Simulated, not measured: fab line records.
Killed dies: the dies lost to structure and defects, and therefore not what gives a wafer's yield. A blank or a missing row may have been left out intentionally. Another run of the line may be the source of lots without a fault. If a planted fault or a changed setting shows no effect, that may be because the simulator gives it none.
Problem report, 8D (eight disciplines) form, completed by code    flow gf180mcu    the parts of the form that need people (team, actions taken, sign-off) are left out

## 1. WHAT IS WRONG
cathode_dc_power_W at GF_M4_SPUTTER_04 reads a mean of 6124.8 W on 1 wafer of 1 lot; wafers without a fault read 6500.2 W with a standard deviation of 1.2. That is -99 or more standard deviations from the usual mean.
The step: material TiN, target thk 50 nm, time 41.7 s.
First observed at day 23 23:07: wafer L812.1, on pvd_sputter-01. Wafers with a number at this step in the record: 39, from 13 lots. The rule behind "out" and "out of limits": a value lying over 4 standard deviations away from the usual mean. The other wafers with a number count as sound.

## 2. WHAT IT IS, WHAT IT ISN'T
question                     is                  is not
which readings at this step  cathode_dc_power_W  throttle_valve_pct
which lots                   L812                L810, L811, L813, L818, L822, L824, L826, L827, L828, L830, L831, L832
which wafers of those lots   L812.1              L812.2, L812.6
read on which tools          pvd_sputter-01      pvd_sputter-02, pvd_sputter-04
when                         from day 23 23:07   up to then (11 sound wafers); but 27 sound wafers of L818, L822, L824, L826, L827, L828, L830, L831, L832 came after

## 3. THE SUSPECTS, EACH WITH WHAT RULES IT OUT
Counting: a tool at a process step up to the reading stays a suspect if it ran every lot that is out. Sound lots after the first of them don't rule it out here, since some wafers of a struck lot are sound.
- cmp-01 at GF_V3_CMP_04 (polishes SiO2): kept. L812, the lot that is out, went through it at day 22 22:20; up to then, the latest sound lot through it was L813 at day 22 21:07.
- pvd_sputter-02 at GF_V3_SPUTTER_21 (material Ti, target thk 15 nm, time 80.02 s): kept. It ran the lot that is out, L812 (day 23 22:14).
- pvd_sputter-02 at GF_V3_SPUTTER_22 (material TiN, target thk 10 nm, time 40 s): kept. It ran the lot that is out, L812 (day 23 22:18).
- pvd_sputter-01 at GF_M4_SPUTTER_04 (material TiN, target thk 50 nm, time 41.7 s): kept. L812, the lot that is out, went through it at day 23 23:07; up to then, the latest sound lot through it was L813 at day 23 21:31. Its own readings are out on those wafers: cathode_dc_power_W.
Left after counting: cmp-01 at GF_V3_CMP_04, pvd_sputter-02 at GF_V3_SPUTTER_21, pvd_sputter-02 at GF_V3_SPUTTER_22, pvd_sputter-01 at GF_M4_SPUTTER_04.

## 4. THE CAUSE (what the simulator had put in)
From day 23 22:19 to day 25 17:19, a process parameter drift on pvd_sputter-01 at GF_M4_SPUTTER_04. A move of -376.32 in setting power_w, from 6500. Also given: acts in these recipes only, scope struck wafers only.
Counting left 4 suspects, and this tool is among them.

## 5. SEQUENCE OF EFFECTS, ordered by route
One row per reading whose mean, taken over the struck wafers that have a number, lies over 3 standard deviations from the usual. Scope: only readings with a usual standard deviation given in the record; hours: median across lots of the time from each lot's start at the first step in this table that gives one to its start at this step; sigmas: change in usual standard deviations.
hours  step              reading             usual     on struck wafers  change  sigmas
0      GF_M4_SPUTTER_04  cathode_dc_power_W  6500.2 W  6124.8            -375.4  -99 or more
The process steps in it:
- GF_M4_SPUTTER_04: material TiN, target thk 50 nm, time 41.7 s.

## 6. HOW IT WOULD HAVE BEEN CAUGHT EARLIER
In this record the first reading out of limits was taken at day 23 23:07, 1 hour after the fault began at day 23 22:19.
